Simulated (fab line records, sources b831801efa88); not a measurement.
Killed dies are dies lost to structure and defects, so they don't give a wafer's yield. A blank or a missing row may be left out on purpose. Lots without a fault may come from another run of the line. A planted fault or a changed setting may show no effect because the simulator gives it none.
fab line records | flow sky130
record lots=7 wafers=21 last_day=50
route steps=708 shown GATE_OXIDE@201 POLY_GATE@204 RES_PROTECT@206 PAD_OPEN@708
lots that met no fault: from a run of the same line without faults
start_h: hours from the record's first day to the start of the lot's first wafer shown | wait_h: hours since the lot's step before | " the same as in the row above | L1.1+2: a row that stands for several wafers | - no value, or no start given | * or withheld: withheld | < > ~ a bound
route shown NAME@n: a module of which the file shows steps, and the number in the route of the first | usual: mean/standard deviation of fault-free wafers | same: alike in all rows | chamber/n: place in a boat | sites: the reading at each site | _std_site: their standard deviation | _edge_site: outer sites' mean less inner sites' | radius_mm: how far each site lies from the wafer's centre | mask NAME#n: copy n | behind: the tool/chamber that last shaped the wafer | hold: why the lot was held/for how many hours/how that ended | device: the transistor (n, p or np) that didn't switch | end of line: the same wafers' tests at the end of the route | a step without rows: its recipe alone | killed: dies lost to structure and defects at the first sort, not the wafer's yield | map: a wafer's dies, x killed, . not, _ none there
set.NAME: the setting as run; set.NAME@STEP: as run at that earlier step | model.NAME: the simulator's own value behind a step, which no gauge read
lots at some steps of the route; a table a step, a row a wafer
services: from which hour (start_h, from the record's first day; less than 0 if before it) a tool's chamber was out of use, for how many hours, and why
## steps
# step SKY_GATE_OXIDE_TW_MEAS_14
# usual GATE_OXIDE_TW=226.5/2.1
# columns lot.wafer tool chamber start_h wait_h GATE_OXIDE_TW
L522.3 film_metro-02 - 332.41 0.1 225.4
L522.4 " - " " 227.2
L522.5 " - " " 227.7
L523.1 film_metro-03 - 353.48 0.1 224.5
L523.5 " - " " 225.4
L523.6 " - " " 226.1
L535.1 film_metro-02 - 431.50 0.1 225.6
L535.4 " - " " 226.5
L535.6 " - " " 226.1
L536.3 film_metro-02 - 445.61 0.1 227.0
L536.5 " - " " 225.9
L536.6 " - " " 225.8
L537.3 film_metro-03 - 451.40 0.1 224.9
L537.5 " - " " 226.3
L537.6 " - " " 224.7
L538.3 film_metro-02 - 460.35 0.1 226.7
L538.4 " - " " 226.7
L538.5 " - " " 226.0
L541.3 film_metro-01 - 481.95 0.1 230.0
L541.4 " - " " 231.0
L541.6 " - " " 230.5
# step SKY_GATE_OXIDE_CLEAN_15
# recipe chemistry=SC1/SC2 mix=1:4:20 temp_c=70 time_s=150 dry=n2_spin
# step SKY_GATE_OXIDE_OXIDATION_16
# recipe temp_c=800 ambient=O2 idle_temp_c=700 ramp_up_c_per_min=10 ramp_down_c_per_min=3 stabilise_s=600 purge_s=300 target_thk_a=35.7 ox_time_s=1915
# step SKY_POLY_GATE_CVD_00
# recipe material=poly-Si target_thk_nm=180 temp_c=620 time_s=720 pressure_mtorr=200
# step SKY_POLY_GATE_THK_MEAS_01
# recipe reads=poly-Si_of_POLY_GATE_CVD_00
# usual POLY_GATE_CVD_00_THK=179.8/1.5
# columns lot.wafer tool chamber start_h wait_h POLY_GATE_CVD_00_THK[nm]
L522.3 film_metro-02 - 336.59 0.0 181.0
L522.4 " - " " 178.9
L522.5 " - " " 181.4
L523.1 film_metro-02 - 356.32 0.0 181.5
L523.5 " - " " 180.1
L523.6 " - " " 180.0
L535.1 film_metro-02 - 437.04 0.0 174.5
L535.4 " - " " 176.6
L535.6 " - " " 175.9
L536.3 film_metro-01 - 448.45 0.0 180.2
L536.5 " - " " 180.0
L536.6 " - " " 178.9
L537.3 film_metro-01 - 454.29 0.0 179.9
L537.5 " - " " 178.3
L537.6 " - " " 180.6
L538.3 film_metro-02 - 464.79 0.0 180.9
L538.4 " - " " 181.9
L538.5 " - " " 180.5
L541.3 film_metro-02 - 484.80 0.0 180.9
L541.4 " - " " 179.7
L541.6 " - " " 179.3
# step SKY_RES_PROTECT_DEHYDRATE_00
# recipe temp_c=200 time_s=60
# step SKY_RES_PROTECT_HMDS_01
# recipe prime_time_s=60 prime_temp_c=120
# step SKY_RES_PROTECT_COAT_02
# recipe resist=NOVOLAK spin_rpm=3000 resist_thk_nm=1140
# step SKY_RES_PROTECT_SOFTBAKE_03
# recipe temp_c=90 time_s=60 resist=NOVOLAK
# step SKY_RES_PROTECT_EXPOSE_04
# recipe mask_id=RPM na=0.6 source_shape=conventional sigma_outer=0.6 polarization=unpolarized target_cd_nm=1270 dose_mj=131
# step SKY_RES_PROTECT_PEB_05
# recipe temp_c=withheld time_s=* resist=NOVOLAK
# step SKY_RES_PROTECT_DEVELOP_06
# recipe resist=NOVOLAK developer=TMAH develop_time_s=60 dev_temp_c=23
# step SKY_POLY_GATE_IMPLANT_02
# recipe species=P energy_kev=30 dose_cm2=7.7e+15 tilt_deg=0
# columns lot.wafer tool chamber start_h wait_h
L522.3+4+5 implanter-01 0 363.61 0.1
L523.1+5+6 implanter-04 0 384.21 0.1
L535.1+4+6 implanter-02 0 467.91 0.1
L536.3+5+6 implanter-04 0 478.74 0.1
L537.3+5+6 implanter-04 0 485.06 0.1
L538.3+4+5 implanter-04 0 495.09 0.1
L541.3+4+6 implanter-02 0 515.16 0.1
# step SKY_RES_PROTECT_STRIP_07
# recipe chemistry=O2/N2 power_w=1400 pressure_mtorr=1500 platen_temp_c=withheld o2_flow_sccm=3000 n2_flow_sccm=300 overash_fraction=0.5
# usual drypump_motor_current_A=5.6/0.31 oes_product_au=0.518/0.0042 strip_time_to_endpoint_s=23.28/0.043
# same overash_fraction=0.5
# columns lot.wafer tool chamber start_h wait_h drypump_motor_current_A oes_product_au rf_hours_counter_h strip_time_to_endpoint_s
L522.3 plasma_asher-04 1 363.75 0.1 5.9 0.515 - 23.35
L522.4 " 0 " " 5.3 0.522 - 23.33
L522.5 " 1 " " 5.9 0.514 - 23.30
L523.1 plasma_asher-02 1 384.36 0.1 5.8 0.516 28 23.26
L523.5 " 0 " " 5.9 0.513 - 23.26
L523.6 " 1 " " 5.8 0.515 - 23.26
L535.1 plasma_asher-04 1 468.06 0.1 5.9 0.519 4 23.21
L535.4 " 0 " " 5.2 0.517 - 23.17
L535.6 " 1 " " 5.9 0.515 - 23.21
L536.3 plasma_asher-04 0 478.88 0.1 5.2 0.507 - 24.13
L536.5 " 1 " " 5.9 0.510 - 24.11
L536.6 " 0 " " 5.2 0.513 - 24.14
L537.3 plasma_asher-04 0 485.20 0.1 5.2 0.507 - 24.18
L537.5 " 1 " " 5.9 0.510 - 24.14
L537.6 " 0 " " 5.2 0.510 - 24.21
L538.3 plasma_asher-03 1 495.23 0.1 5.3 0.503 - 24.18
L538.4 " 0 " " 5.2 0.505 - 24.14
L538.5 " 1 " " 5.3 0.506 - 24.15
L541.3 plasma_asher-02 1 515.30 0.1 5.7 0.521 - 23.28
L541.4 " 0 " " 6.0 0.518 - 23.32
L541.6 " 1 " " 5.7 0.511 - 23.34
# step SKY_RES_PROTECT_TW_MEAS_08
# usual POLY_GATE_TW=4059/22
# columns lot.wafer tool chamber start_h wait_h POLY_GATE_TW
L522.3 film_metro-02 - 363.83 0.1 4111
L522.4 " - " " 4069
L522.5 " - " " 4081
L523.1 film_metro-03 - 384.46 0.1 4070
L523.5 " - " " 4099
L523.6 " - " " 4079
L535.1 film_metro-03 - 468.16 0.1 4074
L535.4 " - " " 4079
L535.6 " - " " 4055
L536.3 film_metro-02 - 478.96 0.1 4126
L536.5 " - " " 4108
L536.6 " - " " 4135
L537.3 film_metro-04 - 485.28 0.1 4082
L537.5 " - " " 4064
L537.6 " - " " 4059
L538.3 film_metro-04 - 495.31 0.1 4090
L538.4 " - " " 4089
L538.5 " - " " 4091
L541.3 film_metro-02 - 515.38 0.1 4065
L541.4 " - " " 4074
L541.6 " - " " 4066
# step SKY_PAD_OPEN_PROBE_99
# usual killed_at_M0_to_M3=44/7.1 killed_at_M4_up=3.5/2 killed_at_contacts=24/5.3 killed_at_front_end=15/4.8 killed_at_other=0.1/0.35 killed_dies=86/9.3 killed_open=47/7.8 killed_short=39/5.9
# same gross_dies=492 killed_at_back_side=0
# columns lot.wafer tool chamber start_h wait_h killed_at_M0_to_M3 killed_at_M4_up killed_at_contacts killed_at_front_end killed_at_other killed_dies killed_open killed_short model.etest.res_poly.line_ohm_um model.etest.licon_poly.rc_ohm model.etest.res_poly.rs_ohm_sq
L522.3 prober-01 - 1092.54 0.2 46 2 21 13 0 82 44 38 529.8 155.3 48.23
L522.4 prober-01 - 1092.59 0.2 43 2 20 11 0 76 47 29 516.3 149.5 48.22
L522.5 prober-01 - 1092.64 0.2 36 1 21 10 0 68 34 34 523.5 156.3 47.78
L523.1 prober-02 - 1106.41 0.1 36 4 25 23 0 88 46 42 551.2 151.9 48.24
L523.5 prober-02 - 1106.61 0.2 52 4 23 19 0 98 58 40 528 150.8 48.35
L523.6 prober-02 - 1106.66 0.2 47 2 28 16 1 94 56 38 531.4 149 48.74
L535.1 prober-01 - 1162.54 0.1 52 2 28 23 0 105 60 45 521.9 159.2 50.21
L535.4 prober-01 - 1162.69 0.2 38 3 28 18 1 88 45 43 559.1 158.7 48.77
L535.6 prober-01 - 1162.79 0.2 56 2 20 14 0 92 50 42 505.9 149.5 48.97
L536.3 prober-02 - 1169.81 0.2 35 5 23 12 1 76 44 32 434.4 126.4 43.15
L536.5 prober-02 - 1169.91 0.2 32 5 14 14 1 66 33 33 457.9 129 43.03
L536.6 prober-02 - 1169.96 0.2 36 2 28 14 0 80 47 33 480.9 130 43.39
L537.3 prober-01 - 1174.53 0.2 47 6 27 17 0 97 65 32 443.6 128.4 42.48
L537.5 prober-01 - 1174.63 0.2 52 1 21 16 1 91 60 31 452.4 130.2 43.13
L537.6 prober-01 - 1174.68 0.2 41 5 30 9 0 85 47 38 429.1 130.2 42.06
L538.3 prober-02 - 1175.36 0.2 48 3 35 8 0 94 59 35 456.1 133.2 42.84
L538.4 prober-02 - 1175.41 0.2 39 7 19 10 0 75 29 46 456.5 131.9 42.89
L538.5 prober-02 - 1175.46 0.2 46 6 23 8 0 83 47 36 423.6 132.4 42.75
L541.3 prober-02 - 1190.10 0.2 43 4 22 19 0 88 48 40 504.1 157 48.58
L541.4 prober-02 - 1190.15 0.2 50 4 23 16 0 93 43 50 520.8 153.6 48.96
L541.6 prober-02 - 1190.25 0.2 52 3 35 24 0 114 63 51 493.1 152.7 48.95
# killed by level:class
L522.3 CONTACT:geometric_particle:open=9 VIA1:geometric_particle:open=9 VIA3:geometric_particle:short=8 VIA3:geometric_particle:open=7 LI_CONTACT:geometric_particle:open=6 METAL1:geometric_particle:short=6 METAL2:geometric_particle:short=5 VIA2:geometric_particle:open=4
L522.4 CONTACT:geometric_particle:open=11 VIA1:geometric_particle:open=10 VIA1:geometric_particle:short=8 VIA2:geometric_particle:open=7 LI_CONTACT:geometric_particle:open=5 VIA3:geometric_particle:open=5 FIELD_ISO:geometric_particle:short=3 POLY_GATE:geometric_particle:open=3
L522.5 CONTACT:geometric_particle:open=7 VIA1:geometric_particle:short=7 VIA1:geometric_particle:open=7 VIA3:geometric_particle:open=7 LI_CONTACT:geometric_particle:open=5 METAL1:geometric_particle:short=5 LI_CONTACT:geometric_particle:short=4 CONTACT:geometric_particle:short=4
L523.1 METAL1:geometric_particle:short=9 CONTACT:geometric_particle:open=9 POLY_GATE:geometric_particle:short=6 POLY_GATE:geometric_particle:open=6 LI_CONTACT:geometric_particle:open=6 CONTACT:geometric_particle:short=6 VIA1:geometric_particle:open=5 METAL2:geometric_particle:short=5
L523.5 VIA1:geometric_particle:open=15 VIA2:geometric_particle:open=11 FIELD_ISO:geometric_particle:open=8 LI_CONTACT:geometric_particle:open=8 CONTACT:geometric_particle:short=5 VIA1:geometric_particle:short=5 METAL2:geometric_particle:short=5 VIA3:geometric_particle:open=5
L523.6 VIA1:geometric_particle:open=19 CONTACT:geometric_particle:open=10 LI_CONTACT:geometric_particle:open=7 CONTACT:geometric_particle:short=6 FIELD_ISO:geometric_particle:open=4 POLY_GATE:geometric_particle:open=4 METAL1:geometric_particle:short=4 METAL2:geometric_particle:short=4
L535.1 VIA1:geometric_particle:open=12 METAL2:geometric_particle:short=11 VIA3:geometric_particle:open=10 CONTACT:geometric_particle:open=9 LI_CONTACT:geometric_particle:open=8 FIELD_ISO:geometric_particle:open=7 POLY_GATE:geometric_particle:open=7 CONTACT:geometric_particle:short=5
L535.4 LI_CONTACT:geometric_particle:open=10 CONTACT:geometric_particle:open=8 VIA1:geometric_particle:open=8 METAL1:geometric_particle:short=6 VIA2:geometric_particle:open=6 POLY_GATE:geometric_particle:short=5 VIA1:geometric_particle:short=5 CONTACT:geometric_particle:short=4
L535.6 VIA1:geometric_particle:open=13 METAL2:geometric_particle:short=10 VIA2:geometric_particle:open=8 METAL1:geometric_particle:short=7 VIA1:geometric_particle:short=6 CONTACT:geometric_particle:open=6 LI_CONTACT:geometric_particle:open=5 VIA3:geometric_particle:open=5
L536.3 LI_CONTACT:geometric_particle:open=11 VIA2:geometric_particle:open=6 FIELD_ISO:geometric_particle:open=5 VIA3:geometric_particle:open=5 CONTACT:geometric_particle:short=5 VIA1:geometric_particle:open=5 METAL2:geometric_particle:short=4 VIA3:geometric_particle:short=4
L536.5 CONTACT:geometric_particle:open=8 VIA1:geometric_particle:open=7 VIA2:geometric_particle:open=6 FIELD_ISO:geometric_particle:short=5 VIA2:geometric_particle:short=4 METAL4:geometric_particle:short=4 SPACER:geometric_particle:open=3 VIA3:geometric_particle:open=3
L536.6 LI_CONTACT:geometric_particle:open=9 VIA1:geometric_particle:open=9 CONTACT:geometric_particle:open=8 CONTACT:geometric_particle:short=6 METAL2:geometric_particle:short=6 VIA2:geometric_particle:open=5 FIELD_ISO:geometric_particle:short=4 FIELD_ISO:geometric_particle:open=4
L537.3 VIA3:geometric_particle:open=13 VIA2:geometric_particle:open=11 LI_CONTACT:geometric_particle:open=11 VIA1:geometric_particle:open=10 CONTACT:geometric_particle:open=7 POLY_GATE:geometric_particle:open=4 LI_CONTACT:geometric_particle:short=4 METAL4:geometric_particle:short=4
L537.5 VIA1:geometric_particle:open=12 VIA3:geometric_particle:open=10 CONTACT:geometric_particle:open=9 VIA2:geometric_particle:open=8 POLY_GATE:geometric_particle:open=6 METAL2:geometric_particle:short=6 LI_CONTACT:geometric_particle:open=5 VIA3:geometric_particle:short=4
L537.6 VIA2:geometric_particle:open=9 CONTACT:geometric_particle:open=9 LI_CONTACT:geometric_particle:open=8 VIA1:geometric_particle:open=7 LOCAL_INTERCONNECT:geometric_particle:short=5 CONTACT:geometric_particle:short=5 VIA3:geometric_particle:open=5 VIA1:geometric_particle:short=4
L538.3 VIA1:geometric_particle:open=15 CONTACT:geometric_particle:open=13 VIA2:geometric_particle:open=10 METAL1:geometric_particle:short=7 VIA3:geometric_particle:open=7 LI_CONTACT:geometric_particle:short=6 LI_CONTACT:geometric_particle:open=5 LOCAL_INTERCONNECT:geometric_particle:short=5
L538.4 METAL1:geometric_particle:short=7 VIA3:geometric_particle:open=7 METAL2:geometric_particle:short=7 METAL4:geometric_particle:short=6 LOCAL_INTERCONNECT:geometric_particle:short=5 FIELD_ISO:geometric_particle:short=4 LI_CONTACT:geometric_particle:open=4 CONTACT:geometric_particle:open=4
L538.5 CONTACT:geometric_particle:open=9 VIA3:geometric_particle:open=9 VIA1:geometric_particle:open=6 METAL1:geometric_particle:short=6 METAL2:geometric_particle:short=5 VIA3:geometric_particle:short=5 LI_CONTACT:geometric_particle:open=4 LI_CONTACT:geometric_particle:short=4
L541.3 VIA1:geometric_particle:open=11 VIA2:geometric_particle:open=9 METAL2:geometric_particle:short=7 CONTACT:geometric_particle:open=7 FIELD_ISO:geometric_particle:short=5 LI_CONTACT:geometric_particle:open=5 VIA2:geometric_particle:short=5 FIELD_ISO:geometric_particle:open=4
L541.4 VIA1:geometric_particle:open=13 VIA1:geometric_particle:short=9 CONTACT:geometric_particle:open=8 POLY_GATE:geometric_particle:short=7 LI_CONTACT:geometric_particle:open=7 METAL1:geometric_particle:short=7 CONTACT:geometric_particle:short=6 METAL3:geometric_particle:short=5
L541.6 VIA1:geometric_particle:open=17 CONTACT:geometric_particle:open=9 LI_CONTACT:geometric_particle:open=9 VIA2:geometric_particle:open=9 METAL2:geometric_particle:short=8 CONTACT:geometric_particle:short=8 LOCAL_INTERCONNECT:geometric_particle:short=7 POLY_GATE:geometric_particle:short=5
## services
# columns tool chamber start_h hours kind
plasma_asher-02 - 357.47 2.8 pm
implanter-04 - 410.58 0.6 repair
plasma_asher-04 - 421.25 9.0 pm
plasma_asher-04 0 421.25 9.0 vent_cycle
plasma_asher-04 1 421.25 9.0 vent_cycle
plasma_asher-02 - 426.38 9.4 repair
plasma_asher-04 0 430.25 - clean
plasma_asher-04 1 430.25 - clean
implanter-04 - 459.57 2.6 repair
implanter-04 - 469.28 5.0 pm
implanter-02 - 487.20 2.9 pm
implanter-02 - 493.67 2.5 repair
## key
first_sign step=SKY_RES_PROTECT_STRIP_07 reading=strip_time_to_endpoint_s direction=up sigmas=20 usual=* struck=*
effect step=SKY_RES_PROTECT_TW_MEAS_08 reading=POLY_GATE_TW direction=up sigmas=1.6 usual=4059 struck=4094 wafers_moved=2
model_effect step=SKY_PAD_OPEN_PROBE_99 value=etest.res_poly.line_ohm_um without=511.6 struck=448.3
met_at SKY_POLY_GATE_IMPLANT_02
struck_wafers L536.3,L536.5,L536.6,L537.3,L537.5,L537.6,L538.3,L538.4,L538.5
tester_left_out L536,L537,L538
onset_between 384.21 478.74
fault kind=process_parameter_drift tool=implanter-04 chamber=- onset_h=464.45 steps=SKY_POLY_GATE_IMPLANT_02 channel=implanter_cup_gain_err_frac offset=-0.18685 shape=step end_h=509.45
# tester_left_out: of these lots the tester's yield and bins aren't shown, on N5 and GAA mostly nor the transistor test; their killed dies are dies lost to structure and defects alone, not to doping, threshold or leakage, so they don't give the yield
